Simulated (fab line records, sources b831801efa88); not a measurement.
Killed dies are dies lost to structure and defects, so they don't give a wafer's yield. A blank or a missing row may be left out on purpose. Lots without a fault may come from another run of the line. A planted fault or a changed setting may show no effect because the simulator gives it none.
Which tool did it? | flow sky130 | 14 lots, 42 wafers sampled, at 4 steps of a route of 708

WHAT THE GAUGES READ, wafer by wafer
SKY_NWELL_TW_MEAS_26.
lot  | measured     | on            | NWELL_2_TW
L195 | day 5 13:31  | film_metro-02 | 498 497 498
L196 | day 5 19:49  | film_metro-02 | 498 495 500
L197 | day 5 21:58  | film_metro-02 | 500 497 495
L199 | day 6 12:18  | film_metro-04 | 493 496 497
L200 | day 6 16:40  | film_metro-02 | 500 500 501
L203 | day 7 04:52  | film_metro-04 | 494 494 492
L205 | day 7 19:40  | film_metro-02 | 496 498 496
L207 | day 8 08:01  | film_metro-01 | 487 484 489
L208 | day 8 15:52  | film_metro-01 | 490 491 489
L213 | day 9 21:45  | film_metro-01 | 485 486 484
L214 | day 10 01:16 | film_metro-02 | 498 496 497
L215 | day 10 10:13 | film_metro-01 | 488 488 487
L216 | day 10 15:10 | film_metro-01 | 487 490 489
L218 | day 10 23:25 | film_metro-02 | 500 496 499

WHICH TOOL RAN EACH LOT (tool, then ch and the chambers of the sampled wafers, then the start)
lot  | SKY_FIELD_ISO_ETCH_14             | SKY_PWDE_COAT_02                 | SKY_PWDE_STRIP_09
L195 | rie_diel-04 ch 1,2,3, day 2 04:41 | litho_track-04 ch 0, day 3 18:11 | plasma_asher-02 ch 0,1, day 4 02:56
L196 | rie_diel-02 ch 0,2, day 2 10:17   | litho_track-02 ch 0, day 3 23:43 | plasma_asher-02 ch 0,1, day 4 08:07
L197 | rie_diel-03 ch 0,1,3, day 2 14:52 | litho_track-02 ch 0, day 4 01:58 | plasma_asher-03 ch 0,1, day 4 10:13
L199 | rie_diel-04 ch 0,1,2, day 3 06:19 | litho_track-02 ch 0, day 4 14:07 | plasma_asher-02 ch 0,1, day 4 23:21
L200 | rie_diel-02 ch 2,3, day 3 06:40   | litho_track-02 ch 0, day 4 17:26 | plasma_asher-04 ch 0,1, day 5 02:45
L203 | rie_diel-04 ch 1,3, day 3 20:59   | litho_track-04 ch 0, day 5 04:36 | plasma_asher-04 ch 0,1, day 5 13:46
L205 | rie_diel-02 ch 0,1,2, day 4 09:23 | litho_track-04 ch 0, day 5 19:39 | plasma_asher-02 ch 0,1, day 6 04:51
L207 | rie_diel-03 ch 0,1, day 4 18:20   | litho_track-03 ch 0, day 6 05:27 | plasma_asher-03 ch 0,1, day 6 15:23
L208 | rie_diel-02 ch 1,2, day 4 23:25   | litho_track-02 ch 0, day 6 12:38 | plasma_asher-02 ch 0,1, day 6 22:16
L213 | rie_diel-04 ch 0,2,3, day 6 03:43 | litho_track-03 ch 0, day 7 15:16 | plasma_asher-04 ch 0,1, day 8 02:08
L214 | rie_diel-04 ch 2,3, day 6 08:10   | litho_track-03 ch 0, day 7 19:40 | plasma_asher-02 ch 0,1, day 8 06:57
L215 | rie_diel-02 ch 0,2, day 6 12:11   | litho_track-02 ch 0, day 8 03:01 | plasma_asher-02 ch 0,1, day 8 13:36
L216 | rie_diel-03 ch 0,1,2, day 6 17:26 | litho_track-03 ch 0, day 8 08:03 | plasma_asher-02 ch 0,1, day 8 18:36
L218 | rie_diel-03 ch 0,1,2, day 7 03:28 | litho_track-03 ch 0, day 8 15:57 | plasma_asher-03 ch 0,1, day 9 03:00
- SKY_FIELD_ISO_ETCH_14: etches BARC in N2/H2, stops on SiO2, time 45.9 s, target depth 60 nm.
- SKY_PWDE_COAT_02: resist thk 3000 nm.
- SKY_PWDE_STRIP_09: strips in O2/N2.

WHAT THE TOOLS THEMSELVES READ (means of the sampled wafers that have a number; where no wafer has one, the mark that the record gives instead)
SKY_FIELD_ISO_ETCH_14.
lot  | tool        | drypump_motor_current_A (A) | oes_product_au (a.u.) | throttle_valve_pct (%)
L195 | rie_diel-04 | 6.0                         | 0.856                 | 13.233
L196 | rie_diel-02 | 6.0                         | 0.854                 | 13.211
L197 | rie_diel-03 | 5.8                         | 0.857                 | 13.224
L199 | rie_diel-04 | 6.2                         | 0.851                 | 13.221
L200 | rie_diel-02 | 6.1                         | 0.855                 | 13.216
L203 | rie_diel-04 | 6.4                         | 0.856                 | 13.224
L205 | rie_diel-02 | 6.0                         | 0.853                 | 13.224
L207 | rie_diel-03 | 5.9                         | 0.856                 | 13.219
L208 | rie_diel-02 | 5.6                         | 0.854                 | 13.224
L213 | rie_diel-04 | 5.9                         | 0.856                 | 13.237
L214 | rie_diel-04 | 5.6                         | 0.854                 | 13.223
L215 | rie_diel-02 | 5.7                         | 0.851                 | 13.227
L216 | rie_diel-03 | 5.6                         | 0.855                 | 13.225
L218 | rie_diel-03 | 5.6                         | 0.854                 | 13.220

SKY_PWDE_COAT_02.
lot  | tool           | spin_speed_rpm (rpm)
L195 | litho_track-04 | 1998.7
L196 | litho_track-02 | 2000.9
L197 | litho_track-02 | 2000.2
L199 | litho_track-02 | 1999.9
L200 | litho_track-02 | 1998.7
L203 | litho_track-04 | 1999.8
L205 | litho_track-04 | 1999.7
L207 | litho_track-03 | 2000.2
L208 | litho_track-02 | 1998.7
L213 | litho_track-03 | 2000.6
L214 | litho_track-03 | 2000.7
L215 | litho_track-02 | 1998.8
L216 | litho_track-03 | 1999.7
L218 | litho_track-03 | 2001.1

SKY_PWDE_STRIP_09.
lot  | tool            | drypump_motor_current_A (A) | oes_product_au (a.u.) | strip_time_to_endpoint_s (s)
L195 | plasma_asher-02 | 5.62                        | 0.725                 | 36.77
L196 | plasma_asher-02 | 5.67                        | 0.723                 | 37.07
L197 | plasma_asher-03 | 5.90                        | 0.722                 | 36.89
L199 | plasma_asher-02 | 5.62                        | 0.717                 | 36.86
L200 | plasma_asher-04 | 5.18                        | 0.720                 | 36.92
L203 | plasma_asher-04 | 5.20                        | 0.722                 | 29.43
L205 | plasma_asher-02 | 5.62                        | 0.721                 | 29.55
L207 | plasma_asher-03 | 5.92                        | 0.724                 | 36.96
L208 | plasma_asher-02 | 5.71                        | 0.727                 | 36.81
L213 | plasma_asher-04 | 5.23                        | 0.722                 | 36.94
L214 | plasma_asher-02 | 5.67                        | 0.725                 | 37.00
L215 | plasma_asher-02 | 5.62                        | 0.726                 | 37.08
L216 | plasma_asher-02 | 5.68                        | 0.724                 | 36.81
L218 | plasma_asher-03 | 5.96                        | 0.723                 | 36.83

THE ANSWER, worked out from the rows above alone
Rule: what is usual is taken from the lots themselves. Put in order of their means at a reading, lots are off if they are a third of the lots or fewer, leave a main group of 4 or more, and stand apart from it by a gap of 3 or more times the standard deviation of the main group's means; of several such gaps the widest counts. A main group whose means are all the same, to the digits that the tables above print for the reading, isn't used. A lot without any number at a reading at which 4 lots or more have one is off too. The other lots that the step has rows for count as sound. The gauges are gone through in route order, then the tools' own readings, and for those a lot's mean is taken as printed above. The first step at which some lot is off is used, and at that step the reading that is off furthest; a lot without a number counts as furthest.
Off: L203, L205, at SKY_PWDE_STRIP_09 (strip_time_to_endpoint_s). The main group: mean 36.91 s, standard deviation 0.098.
A tool fits if, at that step or a process step before it, it ran every lot that is off, and no sound lot after the first of them. One fits: litho_track-04 at SKY_PWDE_COAT_02. Its last sound lot is L195 (day 3 18:11), its first lot that is off L203 (day 5 04:36): a fault that began between those two fits.

WHAT THE SIMULATOR HAD PUT IN
Process parameter drift: litho_track-04, from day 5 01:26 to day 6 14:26, at SKY_PWDE_COAT_02. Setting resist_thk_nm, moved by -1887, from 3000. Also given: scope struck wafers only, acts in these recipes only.
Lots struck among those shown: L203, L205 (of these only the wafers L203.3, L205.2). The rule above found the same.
